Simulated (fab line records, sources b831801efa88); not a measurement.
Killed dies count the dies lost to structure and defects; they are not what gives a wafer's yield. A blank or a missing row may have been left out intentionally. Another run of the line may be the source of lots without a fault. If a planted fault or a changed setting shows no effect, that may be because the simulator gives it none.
A single fault, viewed from 2 desks	flow sky130	only its own numbers are on each desk; what lay behind them is given at the end

## THE METROLOGY DESK
Lot by lot, what the gauges showed, no matter which tool ran the lot: averages of those sampled wafers that carry a number. Marked OUT: a lot whose mean sits more than 4 standard deviations from the usual mean, which makes it out of limits; the brackets give that distance.
Columns: A = VIA4_HDPCVD_THK at SKY_VIA4_THK_MEAS_01, usual 1750 nm; B = VIA4_BOW at SKY_VIA4_BOW_MEAS_03, usual 82 um; C = VIA4_OVL at SKY_VIA4_OVL_MEAS_11, usual 1.1 nm
lot	first seen here	A	B	C
L226	day 42 08:58	1757	72	1.3
L235	day 45 01:08	1748	78	1.9
L242	day 46 17:10	1785	81	-0.9
L243	day 46 22:10	1749	84	2.1
L246	day 47 11:55	1748	79	-1.1
L248	day 48 02:04	1751	90	-0.3
This desk found nothing out of limits on any of the 6 lots.

## DESK OF THE TOOL OWNER: lithoTrack-04
The tool's own readings at SKY_VIA4_DEVELOP_10 (develop time 60 s): means of the sampled wafers that have a number, for each lot that ran on this tool. Marked OUT: a lot whose mean sits more than 4 standard deviations from the usual mean, which makes it out of limits; the brackets give that distance.
Columns: A = chillPlateTempC at SKY_VIA4_DEVELOP_10, usual 22.99 C; B = developerTempC at SKY_VIA4_DEVELOP_10, usual 23.00 C
lot	first seen here	A	B
L235	day 45 23:39	23.01	23.06
L242	day 47 13:49	22.90	25.42 (+22) OUT
L243	day 47 18:09	23.03	25.22 (+20) OUT
This desk finds L242, L243 out of limits, L242 being first, at day 47 13:49 (developerTempC at SKY_VIA4_DEVELOP_10). Within limits: L235.

## TAKEN TOGETHER
On L242, L243, at day 47 13:49, an alarm was possible from the tool owner's desk.
Metrology desk: nothing out of limits seen.
The metrology desk holds a record of L242, L243, inside its limits.
Every lot named ran SKY_VIA4_DEVELOP_10 on lithoTrack-04.

## WHAT THE SIMULATOR HAD INSERTED
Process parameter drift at SKY_VIA4_DEVELOP_10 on lithoTrack-04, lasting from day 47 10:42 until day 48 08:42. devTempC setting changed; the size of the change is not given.
Struck lots among those shown: L242, L243.
Each desk's first reading out of limits, in hours after the fault started: the tool owner's desk, 3.
